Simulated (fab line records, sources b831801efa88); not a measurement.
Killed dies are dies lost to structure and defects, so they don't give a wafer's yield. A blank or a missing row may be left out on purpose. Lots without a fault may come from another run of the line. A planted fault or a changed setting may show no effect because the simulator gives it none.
Chamber matching | flow gf180mcu | GF_SAB_CVD_00 on pecvd-02: 3 sister chambers
The step deposits SiO2 from TEOS, target thk 50 nm, time 4.9302 s. 16 wafers are shown with their chamber, then 8 later ones without.

WAFERS WITH THEIR CHAMBER
wafer  | chamber | heater_power_outer_w (W) | heater_power_w (W)
L953.3 | 2       | 443                      | 684
L953.4 | 0       | 335                      | 574
L953.5 | 1       | 328                      | 537
L955.1 | 0       | 375                      | 647
L955.5 | 1       | 402                      | 627
L955.6 | 0       | 380                      | 657
L956.2 | 2       | 382                      | 605
L956.3 | 1       | 342                      | 548
L956.4 | 1       | 359                      | 564
L962.1 | 1       | 377                      | 617
L962.2 | 2       | 427                      | 659
L962.3 | 0       | 301                      | 548
L969.1 | 2       | 432                      | 682
L969.4 | 0       | 359                      | 619
L969.5 | 1       | 366                      | 592
L971.2 | 2       | 450                      | 685

SIGNATURES (means of the wafers above)
reading              | chamber 0 | chamber 1 | chamber 2 | scatter within a chamber
heater_power_outer_w | 350.00    | 362.33    | 426.80    | 28.4
heater_power_w       | 609.00    | 580.83    | 663.00    | 39.5
Rule: a wafer's distance from a chamber is the root of the sum, over the readings, of the square of ((its reading less the chamber's mean) divided by the reading's scatter). The wafer belongs to the nearest chamber; if the next one is less than 2 further off, it can't be placed. The scatter: the root of (the sum of the squares of (reading less its chamber's mean) over the shown wafers, divided by (wafers less chambers)).

WAFERS WITHOUT THEIR CHAMBER
wafer  | heater_power_outer_w (W) | heater_power_w (W)
L971.5 | 446                      | 703
L971.6 | 358                      | 622
L972.2 | 423                      | 656
L972.5 | 439                      | 685
L972.6 | 373                      | 630
L974.1 | 374                      | 581
L974.2 | 350                      | 618
L974.4 | 375                      | 598

WHICH CHAMBER EACH WENT THROUGH
wafer  | from the rows above          | in truth
L971.5 | 2                            | 2
L971.6 | can't be placed: 0 or 1      | 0
L972.2 | 2                            | 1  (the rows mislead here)
L972.5 | 2                            | 2
L972.6 | can't be placed: 0 or 1 or 2 | 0
L974.1 | can't be placed: 1 or 0      | 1
L974.2 | can't be placed: 0 or 1      | 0
L974.4 | can't be placed: 1 or 0 or 2 | 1
Placed correctly: 2 of 8. Can't be placed from these rows: 5 (the true chamber is among the candidates in 5). Placed wrongly: 1.
